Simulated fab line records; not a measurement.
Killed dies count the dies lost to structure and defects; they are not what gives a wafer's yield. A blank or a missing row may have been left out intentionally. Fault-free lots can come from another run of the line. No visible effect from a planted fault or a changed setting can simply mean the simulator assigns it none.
A lot that was struck, set against a sound lot -- flow gf180mcu -- 14 steps out of a route of 602
Sound: these wafers, L832.2, L832.4, L832.5. Wafers struck: L842.1, L842.5, L842.6. The cause is given at the end.
For every step that has rows: the tool of each side, followed by ch and its chambers, followed by its first start. Under that, the readings that differ: sound wafers -- struck wafers -- difference of the means -- sigmas: that difference in standard deviations of wafers without a fault.
alike: readings with means less than 2 such deviations apart, plus words and numbers identical on both sides. not compared: withheld readings, readings lacking a value on some wafer, bounds such as >300 that could conceal the same value, and numbers that have no deviation in the record and whose values overlap.
The two part at a step that has a row with sigmas, a row that says differs or no value, or rows on one side only. Non-overlapping numbers with no deviation appear without sigmas and do not part them. A reading missing from all wafers of one side parts the sides only when that side holds two or more wafers.

GF_V5_THK_MEAS_01:
  struck on film_metro-03, day 31 22:40; sound on film_metro-03, day 28 21:04
  alike: V5_CVD_00_THK
GF_V5_CVD_02: deposits SiO2 from TEOS, target thk 1450 nm, time 163.28 s.
  sound on pecvd-03 ch 1,2, day 28 21:07; struck on pecvd-03 ch 0,1, day 31 22:43
  alike: heater_power_w
  not compared: since_wet_clean_h
GF_V5_THK_MEAS_03:
  struck on film_metro-03, day 31 22:52; sound on film_metro-02, day 28 21:14
  alike: V5_CVD_02_THK
GF_V5_CMP_04: polishes SiO2.
  sound on cmp-02 ch 0,1,3, day 28 21:17; struck on cmp-02 ch 0,1,2, day 31 23:01
  alike: motor_current_A
GF_V5_BOW_MEAS_05:
  struck on film_metro-03, day 31 23:13; sound on film_metro-01, day 28 21:36
  alike: V5_BOW
then, 7 steps without rows for these wafers: GF_V5_DEHYDRATE_06 (time 60 s); GF_V5_HMDS_07 (prime time 60 s); GF_V5_COAT_08; GF_V5_COAT_09 (resist thk 1000 nm); GF_V5_SOFTBAKE_10 (time 60 s); GF_V5_EXPOSE_11 (exposes mask Via5, target cd 260 nm); GF_V5_PEB_12 (peb time 87.6 s).
GF_V5_DEVELOP_13: develop time 60 s.
  sound on litho_track-01 ch 0, day 29 16:43; struck on litho_track-01, day 32 15:20
  no value came back on the struck wafers for chill_plate_temp_C (C), develop_time_s (s); on the sound wafers chill_plate_temp_C (C) reads 22.92 22.90 22.86
reading,sound,struck,difference,sigmas
model.KrF_of_V5_COAT_09.thk_nm (nm),983.2 985.8 985.1,997 997.6 995,+12,
GF_V5_CD_MEAS_14 targets a cd of 260 nm.
  struck on cd_sem-02, day 32 15:29; sound on cd_sem-02, day 29 16:52
reading,sound,struck,difference,sigmas
cd_nm (nm),261.1 261.9 262.0,- - -,no value on the struck wafers,

== WHERE THEY PART ==
Earliest at GF_V5_DEVELOP_13; latest, in this record, at GF_V5_CD_MEAS_14.

WHY: what had been put in by the simulator
Step skipped in full: litho_track-01, at GF_V5_DEVELOP_13, from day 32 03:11 onward. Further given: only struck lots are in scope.
